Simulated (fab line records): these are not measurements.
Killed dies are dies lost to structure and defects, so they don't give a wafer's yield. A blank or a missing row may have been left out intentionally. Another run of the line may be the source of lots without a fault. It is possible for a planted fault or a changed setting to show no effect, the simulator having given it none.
Struck lot and sound lot, side by side    flow sky130    15 steps out of a route of 708
Sound: the wafers L744.1, L744.3, L744.5. Struck: wafers L754.1, L754.5, L754.6. Last of all comes the cause.
For every step that has rows: the tool of each side, followed by ch and its chambers, followed by its first start. Under that, the readings that differ: sound wafers    struck wafers    difference of the means    sigmas: that difference in standard deviations of wafers without a fault.
alike: readings whose means differ by less than 2 such deviations, and words and numbers that are the same on both sides. not compared: withheld readings, readings that some wafer has no value for, bounds like >300 that may hide the same value, and numbers for which the record gives no deviation and whose values overlap.
Wherever a step has rows on one side only, a row that says differs or no value, or a row with sigmas, the two part there. Non-overlapping numbers with no deviation appear without sigmas and do not part them. A reading missing from all wafers of one side parts the sides only when that side holds two or more wafers.

SKY_VIA1_CMP_24: polishes, stops on SiO2, t overpolish 15 s, target thk 0 nm.
  sound on cmp-01 ch 0,2,3, day 34 11:13; struck on cmp-01 ch 2,3, day 37 17:21
  alike: edgeZonePressureFrac, motorCurrentA, overpolishRunS, timeToEndpointS
SKY_METAL2_SPUTTER_00: material Ti, target thk 15 nm, time 10 s.
  sound: pvdSputter-04 at day 34 11:31; struck: pvdSputter-01 at day 37 17:36
  alike: throttleValvePct
SKY_METAL2_SPUTTER_01: material TiN, target thk 20 nm, time 16.7 s.
  sound: pvdSputter-04 at day 34 11:32; struck: pvdSputter-01 at day 37 17:37
  alike: throttleValvePct
SKY_METAL2_SPUTTER_02: material AlCu, target thk 250 nm, time 13.3 s.
  sound: pvdSputter-04 at day 34 11:34; struck: pvdSputter-01 at day 37 17:39
  alike: throttleValvePct
SKY_METAL2_SPUTTER_03: material Ti, target thk 5 nm, time 3.3 s.
  sound: pvdSputter-04 at day 34 11:35; struck: pvdSputter-01 at day 37 17:40
  alike: throttleValvePct
then, 1 step without rows for these wafers: SKY_METAL2_SPUTTER_04 (material TiN, target thk 70 nm, time 58.3 s).
SKY_METAL2_RS_MEAS_05: measures by four-point-probe.
  sound: filmMetro-01 at day 34 11:40; struck: filmMetro-04 at day 37 17:44
  alike: METAL2_ALCU_RS
SKY_METAL2_THK_MEAS_06: measures by xrf.
  sound: filmMetro-01 at day 34 11:47; struck: filmMetro-04 at day 37 17:52
  alike: METAL2_ALCU_THK
then, 4 steps without rows for these wafers: SKY_METAL2_DEHYDRATE_07 (time 60 s); SKY_METAL2_HMDS_08 (prime time 60 s); SKY_METAL2_COAT_09 (resist thk 60 nm); SKY_METAL2_COAT_10 (resist thk 450 nm).
SKY_METAL2_SOFTBAKE_11: time 90 s.
  sound on lithoTrack-04 ch 0, day 35 00:00; struck on lithoTrack-03 ch 0, day 38 06:00
reading         sound                 struck                difference  sigmas
runLengthS (s)  119.19 119.18 119.47  122.98 123.03 122.94  +3.70       +15
  alike: chillPlateTempC
then, 1 step without rows for these wafers: SKY_METAL2_EXPOSE_12 (exposes mask MM2, target cd 140 nm).
-- the record jumps here: 10 days lie between the struck wafers' starts before and after (it left off in module METAL2 and takes up again in module PAD_OPEN, whose first step shown is number 708 of the route) --
SKY_PAD_OPEN_PROBE_99:
  sound: prober-01 at day 46 05:00; struck: prober-02 at day 48 15:09
  alike: defectLimitedYield, killed_at_M0_to_M3, killed_at_M4_up, killedAtContacts, killedAtFrontEnd, killedAtOther, killedDies, killedOnRim, killedOpen, killedShort, sort_bin_3_pad_short, sort_bin_5_function, sort_bin_6_memory, sortNPass, sortYieldPct

## WHERE THEY PART
Only at SKY_METAL2_SOFTBAKE_11, within this record. Later steps at which nothing parts them and some readings are alike: SKY_PAD_OPEN_PROBE_99.

WHY: what had been put in by the simulator
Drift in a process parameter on lithoTrack-03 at SKY_METAL2_SOFTBAKE_11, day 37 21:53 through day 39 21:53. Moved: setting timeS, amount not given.
